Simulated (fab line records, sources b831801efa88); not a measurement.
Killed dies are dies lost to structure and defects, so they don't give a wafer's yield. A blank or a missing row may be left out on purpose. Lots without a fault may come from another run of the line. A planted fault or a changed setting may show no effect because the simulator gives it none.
Chamber matching | flow sky130 | SKY_VIA3_CMP_02 on cmp-02: 4 sister chambers
The step polishes SiO2. 4 wafers are shown with their chamber, then 12 later ones without.

WAFERS WITH THEIR CHAMBER
wafer  | chamber | motor_current_A (A)
L088.2 | 1       | 11.1
L088.6 | 0       | 11.7
L091.2 | 2       | 12.3
L091.5 | 3       | 14.0

WAFERS WITHOUT THEIR CHAMBER
wafer  | motor_current_A (A)
L091.1 | 10.7
L091.3 | 11.3
L091.6 | 11.8
L094.1 | 11.0
L094.2 | 11.4
L094.6 | 11.0
L095.1 | 12.6
L095.2 | 11.8
L095.3 | 11.2
L097.1 | 13.9
L097.5 | 14.3
L097.6 | 12.4

WHICH CHAMBER EACH WENT THROUGH
wafer  | from the rows above     | in truth
L091.1 | 1                       | 1
L091.3 | can't be placed: 1 or 0 | 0
L091.6 | can't be placed: 0 or 2 | 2
L094.1 | 1                       | 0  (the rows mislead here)
L094.2 | can't be placed: 0 or 1 | 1
L094.6 | 1                       | 1
L095.1 | 2                       | 2
L095.2 | can't be placed: 0 or 2 | 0
L095.3 | can't be placed: 1 or 0 | 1
L097.1 | 3                       | 3
L097.5 | 3                       | 3
L097.6 | 2                       | 2
Placed correctly: 6 of 12. Can't be placed from these rows: 5 (the true chamber is among the candidates in 5). Placed wrongly: 1.
How it was worked out, from the rows above alone: a wafer's distance from a chamber is the root of the sum, over the readings, of the square of ((its reading less the chamber's mean) divided by the reading's scatter). The wafer belongs to the nearest chamber; if the next one is less than 2 further off, it can't be placed. A chamber's mean is the mean of its shown wafers. The scatter: with one shown wafer a chamber, the root of the mean of the squares of how far each hidden wafer lies from its nearest shown one.
